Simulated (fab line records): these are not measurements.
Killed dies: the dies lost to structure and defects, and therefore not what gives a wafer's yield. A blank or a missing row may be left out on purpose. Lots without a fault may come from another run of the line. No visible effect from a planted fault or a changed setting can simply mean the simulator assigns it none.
fab line records + flow gf180mcu
record:
- lots: 7
- wafers: 21
- last-day: 34
route steps=602 shown M3@409
lots untouched by any fault: they come from a run of this same line in which no faults occurred
start-h: the number of hours between the record's first day and the start of the first shown wafer of the lot + wait-h: hours elapsed since this lot's preceding step + " same as the row above + L1.1+2: one row covering several wafers at once + - no value, or no start was given + * or withheld: withheld + < > ~ a bound
route shown NAME@n: names a module that has steps shown in the file, with the first one's number in the route + usual: mean/standard deviation of fault-free wafers + same: alike in all rows + chamber/n: place in a boat + sites: readings site by site + _std_site: the values' standard deviation + _edge_site: the outer-site mean with the inner-site mean subtracted + radius-mm: for every site, how far away it sits from the centre of the wafer + mask NAME#n: copy n + behind: the tool/chamber that last shaped the wafer + hold: reason for holding the lot/hours on hold/outcome of the hold + device: whichever transistor did not switch (one of n, p or np) + end of line: the tests these same wafers got at the end of their route + step lacking rows: just its recipe + killed: not the wafer's yield, but the dies lost to structure and defects at the first sort + map: per-die view of a wafer (x killed, . not killed, _ where there is no die)
set.NAME: the setting as run; set.NAME@STEP: as run at that earlier step + model.NAME: the simulator's own value behind a step, which no gauge read
certain route steps with their lots: each step a table, each wafer a row
services: the hour from which a tool's chamber was out of use, counted from the record's first day as start-h (under 0 if before that day), plus the number of hours and why
== steps ==
step: GF_M3_SPUTTER_00
recipe:
- material: Ti
- target-thk-nm: 37.5
- arriving-ion-energy-ev: 80
- substrate-temp-c: 200
- chamber-pressure-pa: 2
- power-w: 4000
- time-s: 150
usual:
- cathode-dc-power-W: 4000.1/0.69
- throttle-valve-pct: 30.0/0.83
| lot.wafer | tool           | chamber | start-h | wait-h | cathode-dc-power-W | throttle-valve-pct |
|-----------|----------------|---------|---------|--------|--------------------|--------------------|
| L134.1    | pvd-sputter-03 | -       | 480.55  | 0.2    | 3999.8             | 31.2               |
| L134.5    | "              | -       | "       | "      | 3999.0             | 31.1               |
| L134.6    | "              | -       | "       | "      | 4000.9             | 30.0               |
| L139.1    | pvd-sputter-03 | -       | 520.79  | 0.2    | 3999.9             | 29.0               |
| L139.2    | "              | -       | "       | "      | 3998.9             | 29.3               |
| L139.4    | "              | -       | "       | "      | 3999.4             | 31.2               |
| L140.1    | pvd-sputter-04 | -       | 532.22  | 0.2    | 4000.0             | 31.3               |
| L140.4    | "              | -       | "       | "      | 4000.4             | 30.4               |
| L140.6    | "              | -       | "       | "      | 3999.3             | 30.1               |
| L141.3    | pvd-sputter-03 | -       | 532.68  | 0.2    | 4001.0             | 31.1               |
| L141.4    | "              | -       | "       | "      | 3999.0             | 29.5               |
| L141.6    | "              | -       | "       | "      | 3999.0             | 29.9               |
| L147.1    | pvd-sputter-04 | -       | 580.66  | 0.1    | 4000.6             | 30.5               |
| L147.4    | "              | -       | "       | "      | 4000.4             | 28.5               |
| L147.6    | "              | -       | "       | "      | 4000.9             | 28.5               |
| L149.2    | pvd-sputter-04 | -       | 610.53  | 0.2    | 4000.0             | 28.5               |
| L149.4    | "              | -       | "       | "      | 3999.2             | 30.3               |
| L149.5    | "              | -       | "       | "      | 4000.1             | 30.3               |
| L154.2    | pvd-sputter-04 | -       | 635.44  | 0.1    | 4001.7             | 30.3               |
| L154.5    | "              | -       | "       | "      | 3999.8             | 30.3               |
| L154.6    | "              | -       | "       | "      | 4000.3             | 30.1               |
step: GF_M3_SPUTTER_01
recipe:
- material: TiN
- target-thk-nm: 30
- power-w: 6500
- time-s: 25
- chamber-pressure-pa: 0.4
usual:
- cathode-dc-power-W: 6499.9/1.3
- throttle-valve-pct: 30.0/0.83
| lot.wafer | tool           | chamber | start-h | wait-h | cathode-dc-power-W | throttle-valve-pct |
|-----------|----------------|---------|---------|--------|--------------------|--------------------|
| L134.1    | pvd-sputter-03 | -       | 480.65  | 0.1    | 6501.1             | 31.5               |
| L134.5    | "              | -       | "       | "      | 6499.8             | 30.9               |
| L134.6    | "              | -       | "       | "      | 6498.8             | 30.1               |
| L139.1    | pvd-sputter-03 | -       | 520.89  | 0.1    | 6500.2             | 29.1               |
| L139.2    | "              | -       | "       | "      | 6499.0             | 29.8               |
| L139.4    | "              | -       | "       | "      | 6499.2             | 31.1               |
| L140.1    | pvd-sputter-04 | -       | 532.32  | 0.1    | 6498.8             | 31.1               |
| L140.4    | "              | -       | "       | "      | 6499.5             | 30.3               |
| L140.6    | "              | -       | "       | "      | 6498.5             | 30.2               |
| L141.3    | pvd-sputter-03 | -       | 532.78  | 0.1    | 6502.7             | 31.0               |
| L141.4    | "              | -       | "       | "      | 6501.8             | 29.1               |
| L141.6    | "              | -       | "       | "      | 6498.3             | 30.0               |
| L147.1    | pvd-sputter-04 | -       | 580.76  | 0.1    | 6498.4             | 30.2               |
| L147.4    | "              | -       | "       | "      | 6502.2             | 28.7               |
| L147.6    | "              | -       | "       | "      | 6501.7             | 28.4               |
| L149.2    | pvd-sputter-04 | -       | 610.63  | 0.1    | 6499.6             | 28.6               |
| L149.4    | "              | -       | "       | "      | 6498.4             | 30.5               |
| L149.5    | "              | -       | "       | "      | 6500.8             | 30.4               |
| L154.2    | pvd-sputter-04 | -       | 635.54  | 0.1    | 6500.3             | 30.4               |
| L154.5    | "              | -       | "       | "      | 6503.1             | 30.5               |
| L154.6    | "              | -       | "       | "      | 6499.9             | 29.8               |
step: GF_M3_SPUTTER_02
recipe:
- material: AlCu
- target-thk-nm: 450
- power-w: 10600
- time-s: 23.9
- chamber-pressure-pa: 0.4
usual:
- cathode-dc-power-W: 10600/1.7
- throttle-valve-pct: 30.0/0.8
| lot.wafer | tool           | chamber | start-h | wait-h | cathode-dc-power-W | throttle-valve-pct |
|-----------|----------------|---------|---------|--------|--------------------|--------------------|
| L134.1    | pvd-sputter-03 | -       | 480.68  | 0.0    | 10598              | 31.2               |
| L134.5    | "              | -       | "       | "      | 10599              | 31.3               |
| L134.6    | "              | -       | "       | "      | 10601              | 29.7               |
| L139.1    | pvd-sputter-03 | -       | 520.92  | 0.0    | 10597              | 29.3               |
| L139.2    | "              | -       | "       | "      | 10598              | 29.5               |
| L139.4    | "              | -       | "       | "      | 10601              | 30.9               |
| L140.1    | pvd-sputter-04 | -       | 532.35  | 0.0    | 10601              | 31.2               |
| L140.4    | "              | -       | "       | "      | 10603              | 30.3               |
| L140.6    | "              | -       | "       | "      | 10601              | 30.5               |
| L141.3    | pvd-sputter-03 | -       | 532.81  | 0.0    | 10600              | 31.3               |
| L141.4    | "              | -       | "       | "      | 10601              | 29.2               |
| L141.6    | "              | -       | "       | "      | 10598              | 30.0               |
| L147.1    | pvd-sputter-04 | -       | 580.79  | 0.0    | 10599              | 30.2               |
| L147.4    | "              | -       | "       | "      | 10601              | 28.4               |
| L147.6    | "              | -       | "       | "      | 10600              | 28.7               |
| L149.2    | pvd-sputter-04 | -       | 610.66  | 0.0    | 10602              | 28.6               |
| L149.4    | "              | -       | "       | "      | 10600              | 30.2               |
| L149.5    | "              | -       | "       | "      | 10603              | 30.5               |
| L154.2    | pvd-sputter-04 | -       | 635.57  | 0.0    | 10600              | 30.6               |
| L154.5    | "              | -       | "       | "      | 10602              | 30.1               |
| L154.6    | "              | -       | "       | "      | 10602              | 30.0               |
step: GF_M3_SPUTTER_03
recipe:
- material: Ti
- target-thk-nm: 10
- substrate-temp-c: 300
- chamber-pressure-pa: 0.3
- power-w: 3000
- time-s: 6.7
usual:
- cathode-dc-power-W: 3000.0/0.54
- throttle-valve-pct: 30.0/0.8
| lot.wafer | tool           | chamber | start-h | wait-h | cathode-dc-power-W | throttle-valve-pct |
|-----------|----------------|---------|---------|--------|--------------------|--------------------|
| L134.1    | pvd-sputter-03 | -       | 480.71  | 0.0    | 2999.5             | 31.4               |
| L134.5    | "              | -       | "       | "      | 3000.4             | 31.0               |
| L134.6    | "              | -       | "       | "      | 2999.8             | 29.7               |
| L139.1    | pvd-sputter-03 | -       | 520.95  | 0.0    | 3001.2             | 29.4               |
| L139.2    | "              | -       | "       | "      | 3000.1             | 29.7               |
| L139.4    | "              | -       | "       | "      | 2999.9             | 31.2               |
| L140.1    | pvd-sputter-04 | -       | 532.38  | 0.0    | 3001.1             | 31.3               |
| L140.4    | "              | -       | "       | "      | 2999.8             | 30.3               |
| L140.6    | "              | -       | "       | "      | 2999.5             | 30.0               |
| L141.3    | pvd-sputter-03 | -       | 532.84  | 0.0    | 2999.7             | 30.8               |
| L141.4    | "              | -       | "       | "      | 2999.5             | 29.4               |
| L141.6    | "              | -       | "       | "      | 3000.2             | 30.1               |
| L147.1    | pvd-sputter-04 | -       | 580.82  | 0.0    | 2999.8             | 30.3               |
| L147.4    | "              | -       | "       | "      | 3000.2             | 28.6               |
| L147.6    | "              | -       | "       | "      | 2999.5             | 28.5               |
| L149.2    | pvd-sputter-04 | -       | 610.69  | 0.0    | 2999.3             | 28.6               |
| L149.4    | "              | -       | "       | "      | 2999.2             | 30.6               |
| L149.5    | "              | -       | "       | "      | 3000.4             | 30.2               |
| L154.2    | pvd-sputter-04 | -       | 635.60  | 0.0    | 2999.6             | 30.6               |
| L154.5    | "              | -       | "       | "      | 3000.1             | 30.2               |
| L154.6    | "              | -       | "       | "      | 2998.9             | 29.8               |
step: GF_M3_SPUTTER_04
recipe:
- material: TiN
- target-thk-nm: 50
- power-w: 6500
- time-s: 41.7
- chamber-pressure-pa: 0.4
usual:
- cathode-dc-power-W: 6499.9/1.2
- throttle-valve-pct: 30.0/0.82
| lot.wafer | tool           | chamber | start-h | wait-h | cathode-dc-power-W | throttle-valve-pct |
|-----------|----------------|---------|---------|--------|--------------------|--------------------|
| L134.1    | pvd-sputter-03 | -       | 480.73  | 0.0    | 6500.1             | 30.9               |
| L134.5    | "              | -       | "       | "      | 6498.6             | 31.0               |
| L134.6    | "              | -       | "       | "      | 6502.0             | 29.8               |
| L139.1    | pvd-sputter-03 | -       | 520.97  | 0.0    | 6502.6             | 29.2               |
| L139.2    | "              | -       | "       | "      | 6499.6             | 29.5               |
| L139.4    | "              | -       | "       | "      | 6500.4             | 30.9               |
| L140.1    | pvd-sputter-04 | -       | 532.40  | 0.0    | 6500.1             | 31.3               |
| L140.4    | "              | -       | "       | "      | 6501.2             | 30.2               |
| L140.6    | "              | -       | "       | "      | 6501.0             | 30.1               |
| L141.3    | pvd-sputter-03 | -       | 532.86  | 0.0    | 6500.6             | 31.1               |
| L141.4    | "              | -       | "       | "      | 6500.2             | 29.3               |
| L141.6    | "              | -       | "       | "      | 6500.3             | 29.9               |
| L147.1    | pvd-sputter-04 | -       | 580.84  | 0.0    | 6498.7             | 30.2               |
| L147.4    | "              | -       | "       | "      | 6500.9             | 29.0               |
| L147.6    | "              | -       | "       | "      | 6500.0             | 28.8               |
| L149.2    | pvd-sputter-04 | -       | 610.71  | 0.0    | 6499.2             | 28.8               |
| L149.4    | "              | -       | "       | "      | 6497.7             | 30.2               |
| L149.5    | "              | -       | "       | "      | 6501.7             | 30.2               |
| L154.2    | pvd-sputter-04 | -       | 635.62  | 0.0    | 6501.1             | 30.4               |
| L154.5    | "              | -       | "       | "      | 6500.1             | 30.6               |
| L154.6    | "              | -       | "       | "      | 6500.8             | 30.0               |
step: GF_M3_RS_MEAS_05
recipe:
- thk-meas-gauge: four-point-probe
- reads: TiN_of_M3_SPUTTER_04+Ti_of_M3_SPUTTER_03+AlCu_of_M3_SPUTTER_02+TiN_of_M3_SPUTTER_01+Ti_of_M3_SPUTTER_00
usual:
- M3_ALCU_RS: 0.0695/0.00054
| lot.wafer | tool          | chamber | start-h | wait-h | M3_ALCU_RS[ohm/sq] |
|-----------|---------------|---------|---------|--------|--------------------|
| L134.1    | film-metro-01 | -       | 480.77  | 0.0    | 0.0698             |
| L134.5    | "             | -       | "       | "      | 0.0698             |
| L134.6    | "             | -       | "       | "      | 0.0697             |
| L139.1    | film-metro-03 | -       | 521.01  | 0.0    | 0.0690             |
| L139.2    | "             | -       | "       | "      | 0.0687             |
| L139.4    | "             | -       | "       | "      | 0.0695             |
| L140.1    | film-metro-02 | -       | 532.44  | 0.0    | 0.0687             |
| L140.4    | "             | -       | "       | "      | 0.0693             |
| L140.6    | "             | -       | "       | "      | 0.0692             |
| L141.3    | film-metro-01 | -       | 532.94  | 0.1    | 0.0703             |
| L141.4    | "             | -       | "       | "      | 0.0697             |
| L141.6    | "             | -       | "       | "      | 0.0690             |
| L147.1    | film-metro-02 | -       | 580.88  | 0.0    | 0.0698             |
| L147.4    | "             | -       | "       | "      | 0.0697             |
| L147.6    | "             | -       | "       | "      | 0.0698             |
| L149.2    | film-metro-01 | -       | 610.77  | 0.0    | 0.0699             |
| L149.4    | "             | -       | "       | "      | 0.0703             |
| L149.5    | "             | -       | "       | "      | 0.0702             |
| L154.2    | film-metro-02 | -       | 635.68  | 0.0    | 0.0699             |
| L154.5    | "             | -       | "       | "      | 0.0698             |
| L154.6    | "             | -       | "       | "      | 0.0700             |
step: GF_M3_THK_MEAS_06
recipe:
- thk-meas-gauge: xrf
- reads: AlCu_of_M3_SPUTTER_02
usual:
- M3_ALCU_THK: 458/3.7
| lot.wafer | tool          | chamber | start-h | wait-h | M3_ALCU_THK[nm] |
|-----------|---------------|---------|---------|--------|-----------------|
| L134.1    | film-metro-01 | -       | 480.89  | 0.1    | 453             |
| L134.5    | "             | -       | "       | "      | 456             |
| L134.6    | "             | -       | "       | "      | 455             |
| L139.1    | film-metro-03 | -       | 521.13  | 0.1    | 459             |
| L139.2    | "             | -       | "       | "      | 460             |
| L139.4    | "             | -       | "       | "      | 454             |
| L140.1    | film-metro-02 | -       | 532.56  | 0.1    | 466             |
| L140.4    | "             | -       | "       | "      | 461             |
| L140.6    | "             | -       | "       | "      | 462             |
| L141.3    | film-metro-01 | -       | 533.04  | 0.1    | 456             |
| L141.4    | "             | -       | "       | "      | 461             |
| L141.6    | "             | -       | "       | "      | 465             |
| L147.1    | film-metro-02 | -       | 581.00  | 0.1    | 458             |
| L147.4    | "             | -       | "       | "      | 459             |
| L147.6    | "             | -       | "       | "      | 458             |
| L149.2    | film-metro-01 | -       | 610.88  | 0.1    | 456             |
| L149.4    | "             | -       | "       | "      | 456             |
| L149.5    | "             | -       | "       | "      | 457             |
| L154.2    | film-metro-02 | -       | 635.79  | 0.1    | 458             |
| L154.5    | "             | -       | "       | "      | 459             |
| L154.6    | "             | -       | "       | "      | 457             |
step: GF_M3_DEHYDRATE_07
recipe:
- temp-c: 200
- time-s: 60
step: GF_M3_HMDS_08
recipe:
- prime-time-s: 60
- prime-temp-c: 120
step: GF_M3_COAT_09
recipe:
- resist: KrF
- spin-rpm: withheld
- resist-thk-nm: 1000
step: GF_M3_SOFTBAKE_10
recipe:
- temp-c: 130
- time-s: 57.93
- resist: KrF
step: GF_M3_EXPOSE_11
recipe:
- mask-id: Metal3
- target-cd-nm: 280
- na: 0.68
- source-shape: conventional
- sigma-outer: 0.6
- dose-mj: 28
step: GF_M3_PEB_12
recipe:
- peb-temp-c: 135
- peb-time-s: 90
- resist: KrF
usual:
- chill-plate-temp-C: 23.01/0.099
- exhaust-pa: 45.1/0.86
| lot.wafer | tool           | chamber | start-h | wait-h | chill-plate-temp-C | exhaust-pa |
|-----------|----------------|---------|---------|--------|--------------------|------------|
| L134.1    | litho-track-03 | 0       | 504.61  | -      | 23.06              | 44.4       |
| L134.5    | "              | 0       | "       | "      | 23.01              | 45.2       |
| L134.6    | "              | 0       | "       | "      | 22.99              | 46.4       |
| L139.1    | litho-track-02 | -       | 544.12  | -      | -                  | -          |
| L139.2    | "              | -       | "       | "      | -                  | -          |
| L139.4    | "              | -       | "       | "      | -                  | -          |
| L140.1    | litho-track-02 | -       | 554.92  | -      | -                  | -          |
| L140.4    | "              | -       | "       | "      | -                  | -          |
| L140.6    | "              | -       | "       | "      | -                  | -          |
| L141.3    | litho-track-03 | -       | 555.33  | -      | -                  | -          |
| L141.4    | "              | -       | "       | "      | -                  | -          |
| L141.6    | "              | -       | "       | "      | -                  | -          |
| L147.1    | litho-track-02 | 0       | 601.27  | -      | 23.19              | 44.5       |
| L147.4    | "              | 0       | "       | "      | 23.08              | 42.7       |
| L147.6    | "              | 0       | "       | "      | 23.16              | 42.9       |
| L149.2    | litho-track-01 | 0       | 630.13  | -      | 23.01              | 45.6       |
| L149.4    | "              | 0       | "       | "      | 23.19              | 45.9       |
| L149.5    | "              | 0       | "       | "      | 23.02              | 46.7       |
| L154.2    | litho-track-01 | 0       | 654.98  | -      | 23.03              | 46.1       |
| L154.5    | "              | 0       | "       | "      | 22.94              | 45.5       |
| L154.6    | "              | 0       | "       | "      | 23.04              | 46.3       |
step: GF_M3_DEVELOP_13
recipe:
- develop-time-s: 60
- dev-temp-c: 21
== services ==
| tool           | chamber | start-h | hours | kind   |
|----------------|---------|---------|-------|--------|
| pvd-sputter-03 | -       | 485.97  | 0.5   | repair |
| pvd-sputter-03 | -       | 634.71  | 5.6   | repair |
== key ==
first-sign:
- step: GF_M3_PEB_12
- reading: tool-record
- direction: missing
effect none on later readings
met-at GF_M3_PEB_12
struck-wafers L139.1,L139.2,L139.4,L140.1,L140.4,L140.6,L141.3,L141.4,L141.6
later-rows-left-out L139.1,L139.2,L139.4,L140.1,L140.4,L140.6,L141.3,L141.4,L141.6
sort-left-out L139.1,L139.2,L139.4,L140.1,L140.4,L140.6,L141.3,L141.4,L141.6
onset-between 504.61 544.12
fault:
- kind: skipped-step-whole
- tool: litho-track-02,litho-track-03
- chamber: -
- onset-h: 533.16
- steps: GF_M3_PEB_12
- scope: struck-lots-only
sort-left-out: the simulated sort isn't trusted on such a fault, so these wafers' sort isn't shown, and their yield isn't known
later-rows-left-out: the simulator's readings of these wafers behind a module that went badly wrong aren't trusted and aren't shown, but for the sort
